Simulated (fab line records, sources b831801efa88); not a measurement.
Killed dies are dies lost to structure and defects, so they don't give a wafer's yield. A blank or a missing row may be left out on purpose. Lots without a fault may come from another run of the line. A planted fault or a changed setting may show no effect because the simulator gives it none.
Which tool did it? | flow sky130 | 11 lots, 33 wafers sampled, at 3 steps of a route of 708

WHAT THE GAUGES READ, wafer by wafer
SKY_VIA1_RS_MEAS_22: measures by four-point-probe.
lot  | measured     | on            | VIA1_W_RS (ohm/sq)
L317 | day 33 20:13 | film_metro-04 | 0.427 0.423 0.425
L320 | day 35 08:34 | film_metro-02 | 0.432 0.428 0.427
L321 | day 35 13:50 | film_metro-02 | 0.426 0.429 0.425
L322 | day 36 00:29 | film_metro-02 | 0.430 0.427 0.433
L323 | day 36 02:14 | film_metro-02 | 0.429 0.431 0.423
L327 | day 37 14:57 | film_metro-03 | 0.429 0.483 0.424
L333 | day 38 21:58 | film_metro-02 | 0.477 0.423 0.475
L334 | day 39 09:38 | film_metro-02 | 0.432 0.436 0.438
L335 | day 39 23:10 | film_metro-03 | 0.430 0.430 0.430
L337 | day 40 09:28 | film_metro-04 | 0.436 0.438 0.431
L339 | day 40 15:56 | film_metro-03 | 0.426 0.428 0.429

WHICH TOOL RAN EACH LOT (tool, then ch and the chambers of the sampled wafers, then the start)
lot  | SKY_METAL1_SPUTTER_00        | SKY_VIA1_CVD_21
L317 | pvd_sputter-03, day 31 12:28 | cvd_w-01 ch 0, day 33 20:08
L320 | pvd_sputter-04, day 33 00:13 | cvd_w-02 ch 0,1, day 35 08:28
L321 | pvd_sputter-04, day 33 07:04 | cvd_w-01 ch 0,1, day 35 13:44
L322 | pvd_sputter-04, day 33 16:10 | cvd_w-02 ch 0,1, day 36 00:23
L323 | pvd_sputter-03, day 33 18:51 | cvd_w-01 ch 0,1, day 36 02:08
L327 | pvd_sputter-03, day 35 07:56 | cvd_w-02 ch 0,1, day 37 14:50
L333 | pvd_sputter-03, day 36 16:25 | cvd_w-02 ch 0,1, day 38 21:53
L334 | pvd_sputter-04, day 37 04:27 | cvd_w-01 ch 1, day 39 09:28
L335 | pvd_sputter-04, day 37 17:55 | cvd_w-01 ch 0,1, day 39 23:04
L337 | pvd_sputter-02, day 38 05:38 | cvd_w-01 ch 0,1, day 40 09:21
L339 | pvd_sputter-04, day 38 10:32 | cvd_w-01 ch 0,1, day 40 15:50
- SKY_METAL1_SPUTTER_00: material Ti, target thk 15 nm, time 10 s.
- SKY_VIA1_CVD_21: deposits W, target thk 270 nm, time 80.902 s.

THE ANSWER, worked out from the rows above alone
Rule: what is usual is taken from the lots themselves. Put in order of their means at a reading, lots are off if they are a third of the lots or fewer, leave a main group of 4 or more, and stand apart from it by a gap of 3 or more times the standard deviation of the main group's means; of several such gaps the widest counts. A main group whose means are all the same, to the digits that the tables above print for the reading, isn't used. A lot without any number at a reading at which 4 lots or more have one is off too. The other lots that the step has rows for count as sound.
Off: L327, L333, at SKY_VIA1_RS_MEAS_22 (VIA1_W_RS). The main group: mean 0.430 ohm/sq, standard deviation 0.0033.
A tool fits if, at a process step before that reading, it ran every lot that is off, and no sound lot after the first of them. The gauges at SKY_VIA1_RS_MEAS_22 are tried like those tools. Can't be told from this: 2 tools fit, pvd_sputter-03 at SKY_METAL1_SPUTTER_00, cvd_w-02 at SKY_VIA1_CVD_21.

WHAT THE SIMULATOR HAD PUT IN
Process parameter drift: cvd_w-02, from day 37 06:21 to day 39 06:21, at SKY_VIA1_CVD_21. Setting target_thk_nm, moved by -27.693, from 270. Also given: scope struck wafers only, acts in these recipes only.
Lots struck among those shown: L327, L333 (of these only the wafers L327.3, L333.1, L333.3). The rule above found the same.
